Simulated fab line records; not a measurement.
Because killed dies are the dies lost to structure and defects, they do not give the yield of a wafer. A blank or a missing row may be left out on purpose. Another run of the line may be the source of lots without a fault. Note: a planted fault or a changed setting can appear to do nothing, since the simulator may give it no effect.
Code-filled problem report in 8D (eight disciplines) form / flow gf180mcu / the parts of the form that need people (team, actions taken, sign-off) are left out

## 1. WHAT WENT WRONG
At GF_M2_METAL_ETCH_16, biasW averages 187.2 W over 3 wafers from 2 lots, while fault-free wafers read 140.1 W, standard deviation 0.47. So: +99 or more standard deviations from the usual mean.
The step: etches the open film in Cl2/BCl3, stops on SiO2, target depth 750.8 nm, time 125.1 s.
The first sign was on wafer L465.5 at day 22 14:04, on rieMetal-04. The record holds 33 wafers of 11 lots with a number at this step. Rule for "out", or "out of limits": more than 4 standard deviations from the usual mean. The other wafers with a number count as sound.

## 2. WHAT IT IS, WHAT IT ISN'T
question=which readings at this step | is=biasW | is not=drypumpMotorCurrentA, heBacksideLeakSccm, oesProductAu, throttleValvePct
question=which lots | is=L465, L466 | is not=L460, L461, L462, L463, L474, L475, L477, L478, L479
question=which wafers of those lots | is=L465.5, L466.1, L466.4 | is not=L465.2, L465.6, L466.3
question=read on which tools | is=rieMetal-04 | is not=rieMetal-01, rieMetal-02
question=when | is=from day 22 14:04 | is not=up to then (14 sound wafers); but 16 sound wafers of L466, L474, L475, L477, L478, L479 came after

## 3. SUSPECTS, AND WHAT RULES EACH OUT
Counting: a tool at a process step up to the reading stays a suspect if it ran every lot that is out. Sound lots after the first of them don't rule it out here, since some wafers of a struck lot are sound.
- rieMetal-04 at GF_M2_METAL_ETCH_16 (etches the open film in Cl2/BCl3, stops on SiO2, target depth 750.8 nm, time 125.1 s): kept. It ran every lot that is out, first L465 (day 22 14:04); its last sound lot up to then is L463 (day 21 21:52). On those wafers its own readings are out: biasW.
- Within rieMetal-04 at GF_M2_METAL_ETCH_16, the wafers that are out were processed in chamber 1 and their sound lot-mates in chamber 0.
The count leaves rieMetal-04 at GF_M2_METAL_ETCH_16.

## 4. THE CAUSE (what the simulator had put in)
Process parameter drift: rieMetal-04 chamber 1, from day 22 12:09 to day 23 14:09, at GF_M2_METAL_ETCH_16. Setting biasW, moved by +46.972, from 140. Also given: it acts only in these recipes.
The count eliminated every tool but this one.

## 5. THE CHAIN OF EFFECTS, in route order
Each row: a reading whose mean over the struck wafers that have a number lies more than 3 standard deviations from the usual. Scope: only readings with a usual standard deviation given in the record; hours: median across lots of the time from each lot's start at the first step in this table that gives one to its start at this step; sigmas: change in usual standard deviations.
hours=0; step=GF_M2_METAL_ETCH_16; reading=biasW; usual=140.1 W; on struck wafers=187.2; change=+47.1; sigmas=+99 or more
hours=0; step=GF_M2_STRIP_17; reading=stripTimeToEndpointS; usual=7.41 s; on struck wafers=7.17; change=-0.24; sigmas=-3.1
Here are the process steps it includes:
- GF_M2_METAL_ETCH_16: etches the open film in Cl2/BCl3, stops on SiO2, target depth 750.8 nm, time 125.1 s.
- GF_M2_STRIP_17: strips in O2/N2.
Later steps that measure or inspect, where all struck wafers having a row at the step show a number for every such reading and not one has moved that far: GF_M3_OVL_MEAS_15.

## 6. WHAT WOULD HAVE CAUGHT IT SOONER
First out-of-limits reading in this record: day 22 14:04, which is 2 hours after fault onset at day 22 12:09.
